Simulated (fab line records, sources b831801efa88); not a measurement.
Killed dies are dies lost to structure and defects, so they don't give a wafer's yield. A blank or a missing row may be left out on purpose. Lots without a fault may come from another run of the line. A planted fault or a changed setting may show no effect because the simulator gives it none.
fab line records | flow sky130 | part 1 of 2: steps 1 to 21 of 30
record lots=5 wafers=15 last_day=50
route steps=708 shown LDD_LDN@301 SPACER@304 POLY_CUT@307 SD_P@320
lots that met no fault: from a run of the same line without faults
start_h: hours from the record's first day to the start of the lot's first wafer shown | wait_h: hours since the lot's step before | " the same as in the row above | L1.1+2: a row that stands for several wafers | - no value, or no start given | * or withheld: withheld | < > ~ a bound
route shown NAME@n: a module of which the file shows steps, and the number in the route of the first | usual: mean/standard deviation of fault-free wafers | same: alike in all rows | chamber/n: place in a boat | sites: the reading at each site | _std_site: their standard deviation | _edge_site: outer sites' mean less inner sites' | radius_mm: how far each site lies from the wafer's centre | mask NAME#n: copy n | behind: the tool/chamber that last shaped the wafer | hold: why the lot was held/for how many hours/how that ended | device: the transistor (n, p or np) that didn't switch | end of line: the same wafers' tests at the end of the route | a step without rows: its recipe alone | killed: dies lost to structure and defects at the first sort, not the wafer's yield | map: a wafer's dies, x killed, . not, _ none there
set.NAME: the setting as run; set.NAME@STEP: as run at that earlier step | model.NAME: the simulator's own value behind a step, which no gauge read
lots at some steps of the route; a table a step, a row a wafer
services: from which hour (start_h, from the record's first day; less than 0 if before it) a tool's chamber was out of use, for how many hours, and why
## steps
# step SKY_LDD_LDN_STRIP_12
# recipe chemistry=O2/N2 power_w=1400 pressure_mtorr=1500 platen_temp_c=withheld o2_flow_sccm=3000 n2_flow_sccm=300 overash_fraction=0.5
# usual drypump_motor_current_A=6.04/0.29 oes_product_au=0.715/0.0047 strip_time_to_endpoint_s=14.32/0.034
# columns lot.wafer tool chamber start_h wait_h drypump_motor_current_A oes_product_au rf_hours_counter_h strip_time_to_endpoint_s
L079.4 plasma_asher-03 0 570.17 0.1 6.33 0.709 - 14.28
L079.5 " 0 " " 6.34 0.722 - 14.30
L079.6 " 1 " " 5.61 0.723 - 14.26
L087.3 plasma_asher-02 1 632.67 0.1 6.24 0.719 - 14.29
L087.4 " 0 " " 6.08 0.722 - 14.32
L087.6 " 1 " " 6.23 0.715 - 14.28
L088.2 plasma_asher-02 0 641.29 0.1 6.12 0.726 52 14.34
L088.4 " 1 " " 6.22 0.723 - 14.34
L088.6 " 0 " " 6.10 0.717 - 14.35
L090.4 plasma_asher-01 0 666.00 0.1 5.54 0.722 - 14.35
L090.5 " 1 " " 6.27 0.718 - 14.33
L090.6 " 0 " " 5.54 0.712 - 14.34
L095.3 plasma_asher-01 1 692.25 0.1 6.26 0.712 - 14.32
L095.4 " 0 " " 5.53 0.715 - 14.32
L095.5 " 0 " " 5.51 0.714 - 14.31
# step SKY_LDD_LDN_TW_MEAS_13
# usual LDD_LDN_TW=1491/9.4
# columns lot.wafer tool chamber start_h wait_h LDD_LDN_TW
L079.4 film_metro-04 - 570.27 0.1 1499
L079.5 " - " " 1498
L079.6 " - " " 1496
L087.3 film_metro-02 - 632.76 0.1 1493
L087.4 " - " " 1501
L087.6 " - " " 1495
L088.2 film_metro-04 - 641.40 0.1 1502
L088.4 " - " " 1501
L088.6 " - " " 1505
L090.4 film_metro-01 - 666.10 0.1 1491
L090.5 " - " " 1490
L090.6 " - " " 1484
L095.3 film_metro-01 - 692.34 0.1 1483
L095.4 " - " " 1489
L095.5 " - " " 1491
# step SKY_LDD_LDN_CLEAN_14
# recipe chemistry=SC1/SC2 mix=1:4:20 temp_c=70 time_s=150 dry=n2_spin
# usual bath_guard_temp_C=70.2/0.43
# columns lot.wafer tool chamber start_h wait_h bath_guard_temp_C
L079.4 wet_bench-03 1 570.30 0.0 69.4
L079.5 " 1 " " 69.7
L079.6 " 1 " " 69.6
L087.3 wet_bench-03 0 632.80 0.0 69.8
L087.4 " 0 " " 69.8
L087.6 " 0 " " 70.0
L088.2 wet_bench-02 0 641.45 0.0 70.3
L088.4 " 0 " " 70.5
L088.6 " 0 " " 70.3
L090.4 wet_bench-04 1 666.13 0.0 69.5
L090.5 " 1 " " 69.7
L090.6 " 1 " " 69.4
L095.3 wet_bench-04 0 692.38 0.0 70.6
L095.4 " 0 " " 70.8
L095.5 " 0 " " 70.3
# step SKY_SPACER_CVD_00
# recipe material=Si3N4 precursor=DCS/NH3 target_thk_nm=43.1 temp_c=770 time_s=740 pressure_mtorr=250
# usual spike_tc_top_C=785/3.2 zone_power_lower_pct=13.8/0.32
# columns lot.wafer tool chamber start_h wait_h spike_tc_top_C zone_power_lower_pct
L079.4 lpcvd-02 0 570.36 0.0 788 14.2
L079.5 " 0 " " 788 14.5
L079.6 " 0 " " 789 14.1
L087.3 lpcvd-02 0 633.12 0.3 787 14.4
L087.4 " 0 " " 788 14.4
L087.6 " 0 " " 788 14.1
L088.2 lpcvd-02 1 642.18 0.7 782 13.5
L088.4 " 1 " " 781 13.7
L088.6 " 1 " " 784 13.5
L090.4 lpcvd-02 0 666.25 0.0 789 14.1
L090.5 " 0 " " 790 14.2
L090.6 " 0 " " 788 14.2
L095.3 lpcvd-02 1 692.66 0.2 784 13.5
L095.4 " 1 " " 782 13.7
L095.5 " 1 " " 783 13.6
# step SKY_SPACER_THK_MEAS_01
# recipe reads=Si3N4_of_SPACER_CVD_00
# usual SPACER_CVD_00_THK=43.0/0.45
# columns lot.wafer tool chamber start_h wait_h SPACER_CVD_00_THK[nm]
L079.4 film_metro-03 - 571.59 0.0 43.2
L079.5 " - " " 43.2
L079.6 " - " " 43.4
L087.3 film_metro-03 - 634.35 0.0 42.7
L087.4 " - " " 42.8
L087.6 " - " " 42.8
L088.2 film_metro-03 - 643.39 0.0 43.5
L088.4 " - " " 43.1
L088.6 " - " " 43.7
L090.4 film_metro-02 - 667.49 0.0 43.0
L090.5 " - " " 42.9
L090.6 " - " " 43.4
L095.3 film_metro-01 - 693.88 0.0 42.5
L095.4 " - " " 42.3
L095.5 " - " " 42.3
# step SKY_SPACER_ETCHBACK_02
# recipe chemistry=CH3F/O2 target=Si3N4 stop_on=SiO2 source_w=400 bias_w=80 pressure_mtorr=25 ch3f_flow_sccm=40 O2_flow_sccm=30 time_s=46.7 target_depth_a=450
# usual drypump_motor_current_A=5.8/0.43 oes_product_au=0.854/0.0068 rf_fwd_power_W=395.5/1.8 throttle_valve_pct=10.562/0.0086
# columns lot.wafer tool chamber start_h wait_h drypump_motor_current_A oes_product_au rf_fwd_power_W rf_hours_counter_h throttle_valve_pct
L079.4 rie_diel-02 1 571.62 0.0 5.3 0.863 396.8 9 10.561
L079.5 " 3 " " 5.2 0.851 400.0 - 10.549
L079.6 " 2 " " 6.2 0.857 393.9 - 10.552
L087.3 rie_diel-02 2 634.39 0.0 6.2 0.849 394.9 31 10.572
L087.4 " 0 " " 5.8 0.848 395.4 - 10.565
L087.6 " 2 " " 6.2 0.854 394.7 - 10.561
L088.2 rie_diel-01 1 643.44 0.0 5.6 0.863 394.9 0 10.561
L088.4 " 0 " " 5.8 0.854 394.8 59 10.554
L088.6 " 2 " " 5.9 0.866 397.1 - 10.562
L090.4 rie_diel-04 3 667.52 0.0 5.9 0.862 397.4 6 10.559
L090.5 " 1 " " 6.6 0.848 394.8 - 10.566
L090.6 " 0 " " 5.7 0.855 396.0 - 10.569
L095.3 rie_diel-04 2 693.92 0.0 6.0 0.852 394.2 2 10.564
L095.4 " 1 " " 6.6 0.841 392.4 4 10.546
L095.5 " 3 " " 5.9 0.843 396.9 - 10.571
# step SKY_POLY_CUT_DEHYDRATE_00
# recipe temp_c=200 time_s=60
# usual plate_temp_C=200.04/0.14 resist_line_temp_C=22.99/0.11
# columns lot.wafer tool chamber start_h wait_h plate_temp_C resist_line_temp_C
L079.4 litho_track-04 0 586.50 14.9 199.99 23.03
L079.5 " 0 " " 200.07 22.95
L079.6 " 0 " " 200.03 23.14
L087.3 litho_track-03 0 649.49 15.1 199.82 22.88
L087.4 " 0 " " 199.98 23.12
L087.6 " 0 " " 199.93 23.08
L088.2 litho_track-03 0 657.56 14.1 200.17 22.88
L088.4 " 0 " " 199.91 22.98
L088.6 " 0 " " 200.09 23.01
L090.4 litho_track-03 0 681.76 14.2 200.17 23.00
L090.5 " 0 " " 200.19 22.93
L090.6 " 0 " " 200.07 22.83
L095.3 litho_track-02 0 706.90 13.0 199.91 22.94
L095.4 " 0 " " 199.93 22.91
L095.5 " 0 " " 199.80 23.05
# step SKY_POLY_CUT_HMDS_01
# recipe prime_time_s=60 prime_temp_c=120
# usual resist_line_temp_C=23.00/0.09
# columns lot.wafer tool chamber start_h wait_h resist_line_temp_C
L079.4 litho_track-04 0 586.65 0.1 23.17
L079.5 " 0 " " 23.02
L079.6 " 0 " " 23.07
L087.3 litho_track-03 0 649.64 0.1 23.04
L087.4 " 0 " " 22.91
L087.6 " 0 " " 23.06
L088.2 litho_track-03 0 657.71 0.1 23.06
L088.4 " 0 " " 22.97
L088.6 " 0 " " 23.06
L090.4 litho_track-03 0 681.91 0.1 22.97
L090.5 " 0 " " 22.93
L090.6 " 0 " " 23.04
L095.3 litho_track-02 0 707.05 0.1 22.95
L095.4 " 0 " " 23.07
L095.5 " 0 " " 23.00
# step SKY_POLY_CUT_COAT_02
# recipe resist=BARC temp_c=withheld time_s=withheld spin_rpm=3000 resist_thk_nm=60
# usual dispense_pressure_kPa=47.6/2.7 resist_line_temp_C=*
# columns lot.wafer tool chamber start_h wait_h dispense_pressure_kPa resist_line_temp_C
L079.4 litho_track-04 0 586.80 0.1 48.2 *
L079.5 " 0 " " 48.2 *
L079.6 " 0 " " 48.2 *
L087.3 litho_track-03 0 649.79 0.1 44.5 *
L087.4 " 0 " " 44.5 *
L087.6 " 0 " " 44.5 *
L088.2 litho_track-03 0 657.86 0.1 44.5 *
L088.4 " 0 " " 44.6 *
L088.6 " 0 " " 44.5 *
L090.4 litho_track-03 0 682.06 0.1 44.6 *
L090.5 " 0 " " 44.6 *
L090.6 " 0 " " 44.6 *
L095.3 litho_track-02 0 707.20 0.1 50.8 *
L095.4 " 0 " " 50.9 *
L095.5 " 0 " " 50.9 *
# step SKY_POLY_CUT_COAT_03
# recipe resist=KrF-thick spin_rpm=3000 resist_thk_nm=450
# usual dispense_pressure_kPa=47.6/2.7 resist_line_temp_C=23.03/0.12
# columns lot.wafer tool chamber start_h wait_h dispense_pressure_kPa resist_line_temp_C
L079.4 litho_track-04 0 - - 48.3 23.12
L079.5 " 0 " " 48.3 23.19
L079.6 " 0 " " 48.3 23.06
L087.3 litho_track-03 0 - - 44.6 23.07
L087.4 " 0 " " 44.6 22.98
L087.6 " 0 " " 44.6 22.87
L088.2 litho_track-03 0 - - 44.6 22.98
L088.4 " 0 " " 44.6 23.07
L088.6 " 0 " " 44.6 22.99
L090.4 litho_track-03 0 - - 44.6 23.23
L090.5 " 0 " " 44.6 23.04
L090.6 " 0 " " 44.5 23.13
L095.3 litho_track-02 0 - - 50.7 23.20
L095.4 " 0 " " 50.7 23.19
L095.5 " 0 " " 50.7 23.21
# step SKY_POLY_CUT_SOFTBAKE_04
# recipe temp_c=100 time_s=90 resist=KrF-thick
# usual plate_temp_C=100.01/0.13 resist_line_temp_C=23.00/0.096
# columns lot.wafer tool chamber start_h wait_h plate_temp_C resist_line_temp_C
L079.4 litho_track-04 0 - - 100.28 22.95
L079.5 " 0 " " 100.19 22.86
L079.6 " 0 " " 100.22 22.89
L087.3 litho_track-03 0 - - 99.88 22.92
L087.4 " 0 " " 99.99 22.93
L087.6 " 0 " " 99.75 22.84
L088.2 litho_track-03 0 - - 100.03 22.82
L088.4 " 0 " " 100.01 23.20
L088.6 " 0 " " 99.97 23.04
L090.4 litho_track-03 0 - - 100.04 22.99
L090.5 " 0 " " 99.96 22.89
L090.6 " 0 " " 99.97 22.87
L095.3 litho_track-02 0 - - 99.84 22.93
L095.4 " 0 " " 99.81 22.85
L095.5 " 0 " " 99.94 22.96
# step SKY_POLY_CUT_EXPOSE_05
# recipe mask_id=NPCM na=0.8 source_shape=annular sigma_inner=0.55 sigma_outer=0.85 target_cd_nm=270 dose_mj=32
# usual focus_offset_nm=0.0/0.47 reticle_temp_C=23.00/0.098
# columns lot.wafer tool chamber start_h wait_h mask focus_offset_nm reticle_temp_C
L079.4 krf_scanner-01 0 - - NPCM#0 0.5 22.98
L079.5 " 0 " " NPCM#0 0.1 23.02
L079.6 " 0 " " NPCM#0 -0.3 23.03
L087.3 krf_scanner-02 0 - - NPCM#0 -1.0 23.02
L087.4 " 0 " " NPCM#0 0.2 23.00
L087.6 " 0 " " NPCM#0 -0.5 23.03
L088.2 krf_scanner-01 0 - - NPCM#0 0.1 22.98
L088.4 " 0 " " NPCM#0 0.4 22.96
L088.6 " 0 " " NPCM#0 -0.3 23.10
L090.4 krf_scanner-01 0 - - NPCM#0 0.6 22.77
L090.5 " 0 " " NPCM#0 -0.2 23.01
L090.6 " 0 " " NPCM#0 0.6 22.99
L095.3 krf_scanner-02 0 - - NPCM#0 0.0 23.22
L095.4 " 0 " " NPCM#0 0.2 22.99
L095.5 " 0 " " NPCM#0 -0.4 22.99
# step SKY_POLY_CUT_PEB_06
# recipe peb_temp_c=withheld peb_time_s=withheld resist=KrF-thick
# usual resist_line_temp_C=*
# columns lot.wafer tool chamber start_h wait_h resist_line_temp_C
L079.4 litho_track-04 0 - - *
L079.5 " 0 " " *
L079.6 " 0 " " *
L087.3 litho_track-02 0 - - *
L087.4 " 0 " " *
L087.6 " 0 " " *
L088.2 litho_track-02 0 - - *
L088.4 " 0 " " *
L088.6 " 0 " " *
L090.4 litho_track-02 0 - - *
L090.5 " 0 " " *
L090.6 " 0 " " *
L095.3 litho_track-02 0 - - *
L095.4 " 0 " " *
L095.5 " 0 " " *
# step SKY_POLY_CUT_DEVELOP_07
# recipe develop_time_s=60 resist=KrF-thick dev_temp_c=21
# usual resist_line_temp_C=23.01/0.12
# columns lot.wafer tool chamber start_h wait_h resist_line_temp_C
L079.4 litho_track-04 0 - - 22.80
L079.5 " 0 " " 22.82
L079.6 " 0 " " 22.75
L087.3 litho_track-02 0 - - 23.07
L087.4 " 0 " " 23.26
L087.6 " 0 " " 23.15
L088.2 litho_track-02 0 - - 22.99
L088.4 " 0 " " 22.81
L088.6 " 0 " " 22.82
L090.4 litho_track-02 0 - - 23.24
L090.5 " 0 " " 23.15
L090.6 " 0 " " 23.15
L095.3 litho_track-02 0 - - 22.96
L095.4 " 0 " " 23.16
L095.5 " 0 " " 22.97
# step SKY_POLY_CUT_CD_MEAS_08
# recipe target_cd_nm=270
# usual cd_nm=270.3/1.4
# columns lot.wafer tool chamber start_h wait_h cd_nm
L079.4 cd_sem-01 - 601.23 - 270.1
L079.5 " - " " 270.0
L079.6 " - " " 268.8
L087.3 cd_sem-01 - 664.74 - 271.4
L087.4 " - " " 273.0
L087.6 " - " " 271.5
L088.2 cd_sem-01 - 673.37 - 269.9
L088.4 " - " " 270.1
L088.6 " - " " 268.7
L090.4 cd_sem-02 - 694.96 - 271.2
L090.5 " - " " 271.5
L090.6 " - " " 272.1
L095.3 cd_sem-01 - 721.39 - 271.9
L095.4 " - " " 272.9
L095.5 " - " " 271.4
# step SKY_POLY_CUT_OVL_MEAS_09
# usual POLY_CUT_OVL=1/5
# columns lot.wafer tool chamber start_h wait_h POLY_CUT_OVL[nm]
L079.4 overlay-02 - 601.31 0.1 3
L079.5 " - " " 2
L079.6 " - " " -5
L087.3 overlay-02 - 664.84 0.1 -4
L087.4 " - " " -1
L087.6 " - " " 2
L088.2 overlay-01 - 673.48 0.1 -2
L088.4 " - " " 5
L088.6 " - " " -1
L090.4 overlay-01 - 695.04 0.1 9
L090.5 " - " " 2
L090.6 " - " " 8
L095.3 overlay-02 - 721.49 0.1 9
L095.4 " - " " 2
L095.5 " - " " 2
# step SKY_POLY_CUT_ETCH_10
# recipe chemistry=N2/H2 target=BARC ion_energy_ev=200 source_w=500 bias_w=100 pressure_mtorr=30 n2_flow_sccm=100 h2_flow_sccm=200 stop_on=SiO2 time_s=45.9 target_depth_a=600
# usual drypump_motor_current_A=5.7/0.35 oes_product_au=0.855/0.005 rf_fwd_power_W=494.1/2.3 throttle_valve_pct=13.225/0.0093
# columns lot.wafer tool chamber start_h wait_h drypump_motor_current_A oes_product_au rf_fwd_power_W rf_hours_counter_h throttle_valve_pct
L079.4 rie_diel-03 3 601.33 0.0 5.8 0.863 495.3 12 13.222
L079.5 " 3 " " 5.7 0.858 496.9 - 13.231
L079.6 " 2 " " 6.0 0.857 493.6 - 13.225
L087.3 rie_diel-03 1 664.86 0.0 5.9 0.859 497.2 2 13.220
L087.4 " 2 " " 6.0 0.859 493.6 15 13.217
L087.6 " 0 " " 5.5 0.853 493.9 - 13.232
L088.2 rie_diel-04 3 673.51 0.0 6.0 0.864 495.3 6 13.225
L088.4 " 0 " " 5.7 0.862 492.6 3 13.210
L088.6 " 3 " " 6.0 0.859 494.5 - 13.227
L090.4 rie_diel-01 3 695.08 0.0 5.0 0.852 498.5 - 13.233
L090.5 " 2 " " 5.9 0.849 493.9 - 13.235
L090.6 " 1 " " 5.6 0.858 496.4 - 13.213
L095.3 rie_diel-01 2 721.51 0.0 5.9 0.865 494.7 12 13.230
L095.4 " 3 " " 5.0 0.856 497.0 42 13.227
L095.5 " 1 " " 5.6 0.856 495.7 - 13.207
# step SKY_POLY_CUT_ETCH_11
# recipe target=Si3N4 chemistry=CF4/CH2F2/Ar stop_on=poly-Si source_w=600 bias_w=150 pressure_mtorr=40 cf4_flow_sccm=40 ch2f2_flow_sccm=20 Ar_flow_sccm=150 time_s=42.5 target_depth_a=600
# usual drypump_motor_current_A=5.7/0.35 oes_product_au=0.833/0.0061 rf_fwd_power_W=593.2/3 throttle_valve_pct=14.995/0.0094
# columns lot.wafer tool chamber start_h wait_h drypump_motor_current_A oes_product_au rf_fwd_power_W rf_hours_counter_h throttle_valve_pct
L079.4 rie_diel-03 3 601.37 0.0 5.8 0.835 593.6 12 15.003
L079.5 " 3 " " 5.8 0.838 595.3 - 14.991
L079.6 " 2 " " 6.0 0.836 591.9 - 14.991
L087.3 rie_diel-03 1 664.90 0.0 5.8 0.832 594.9 2 14.998
L087.4 " 2 " " 6.0 0.839 592.1 15 14.993
L087.6 " 0 " " 5.5 0.827 588.1 - 14.983
L088.2 rie_diel-04 3 673.55 0.0 6.0 0.830 598.8 6 14.995
L088.4 " 0 " " 5.7 0.827 594.1 3 14.991
L088.6 " 3 " " 6.0 0.834 597.8 - 14.985
L090.4 rie_diel-01 3 695.12 0.0 4.9 0.843 597.8 - 15.002
L090.5 " 2 " " 5.9 0.844 594.1 - 14.994
L090.6 " 1 " " 5.6 0.837 596.2 - 15.001
L095.3 rie_diel-01 2 721.55 0.0 5.9 0.823 597.2 12 15.008
L095.4 " 3 " " 5.0 0.820 595.7 42 15.005
L095.5 " 1 " " 5.6 0.830 594.4 - 14.994
# step SKY_POLY_CUT_STRIP_12
# recipe chemistry=O2/N2 power_w=1400 pressure_mtorr=1500 platen_temp_c=withheld o2_flow_sccm=3000 n2_flow_sccm=300 overash_fraction=0.5
# usual drypump_motor_current_A=5.8/0.36 oes_product_au=0.453/0.0046 strip_time_to_endpoint_s=5.357/0.018
# columns lot.wafer tool chamber start_h wait_h drypump_motor_current_A oes_product_au rf_hours_counter_h strip_time_to_endpoint_s
L079.4 plasma_asher-04 1 601.44 0.1 5.3 0.450 - 5.352
L079.5 " 1 " " 5.3 0.455 - 5.351
L079.6 " 0 " " 5.9 0.451 - 5.359
L087.3 plasma_asher-02 1 664.98 0.1 6.2 0.456 - 5.348
L087.4 " 0 " " 6.1 0.450 - 5.364
L087.6 " 1 " " 6.2 0.451 - 5.348
L088.2 plasma_asher-04 1 673.59 0.0 5.3 0.455 99 5.377
L088.4 " 1 " " 5.3 0.455 - 5.353
L088.6 " 1 " " 5.3 0.448 - 5.356
L090.4 plasma_asher-01 1 695.18 0.0 6.3 0.454 - 5.348
L090.5 " 0 " " 5.5 0.454 - 5.331
L090.6 " 1 " " 6.3 0.462 - 5.340
L095.3 plasma_asher-02 1 721.63 0.1 6.3 0.457 - 5.335
L095.4 " 0 " " 6.1 0.448 - 5.331
L095.5 " 1 " " 6.3 0.459 - 5.345
# step SKY_SD_P_DEHYDRATE_00
# recipe temp_c=200 time_s=60
# usual plate_temp_C=200.01/0.16 resist_line_temp_C=22.99/0.1
# columns lot.wafer tool chamber start_h wait_h plate_temp_C resist_line_temp_C
L079.4 litho_track-01 0 615.83 14.4 199.95 23.01
L079.5 " 0 " " 200.10 23.21
L079.6 " 0 " " 200.01 22.96
L087.3 litho_track-01 0 679.51 14.5 199.96 22.94
L087.4 " 0 " " 199.59 23.06
L087.6 " 0 " " 199.73 23.03
L088.2 litho_track-04 0 686.80 13.2 199.81 23.07
L088.4 " 0 " " 200.02 23.08
L088.6 " 0 " " 199.84 22.98
L090.4 litho_track-01 0 708.38 13.2 199.94 23.04
L090.5 " 0 " " 199.94 22.98
L090.6 " 0 " " 199.94 23.09
L095.3 litho_track-01 0 734.91 13.2 200.07 23.00
L095.4 " 0 " " 200.13 23.01
L095.5 " 0 " " 200.20 23.10
# step SKY_SD_P_HMDS_01
# recipe prime_time_s=60 prime_temp_c=120
# usual resist_line_temp_C=23.01/0.11
# columns lot.wafer tool chamber start_h wait_h resist_line_temp_C
L079.4 litho_track-01 0 615.98 0.1 23.10
L079.5 " 0 " " 23.01
L079.6 " 0 " " 23.13
L087.3 litho_track-01 0 679.66 0.1 22.79
L087.4 " 0 " " 22.71
L087.6 " 0 " " 22.86
L088.2 litho_track-04 0 686.95 0.1 22.79
L088.4 " 0 " " 22.94
L088.6 " 0 " " 23.10
L090.4 litho_track-01 0 708.53 0.1 22.99
L090.5 " 0 " " 22.98
L090.6 " 0 " " 23.07
L095.3 litho_track-01 0 735.06 0.1 23.00
L095.4 " 0 " " 23.10
L095.5 " 0 " " 23.08
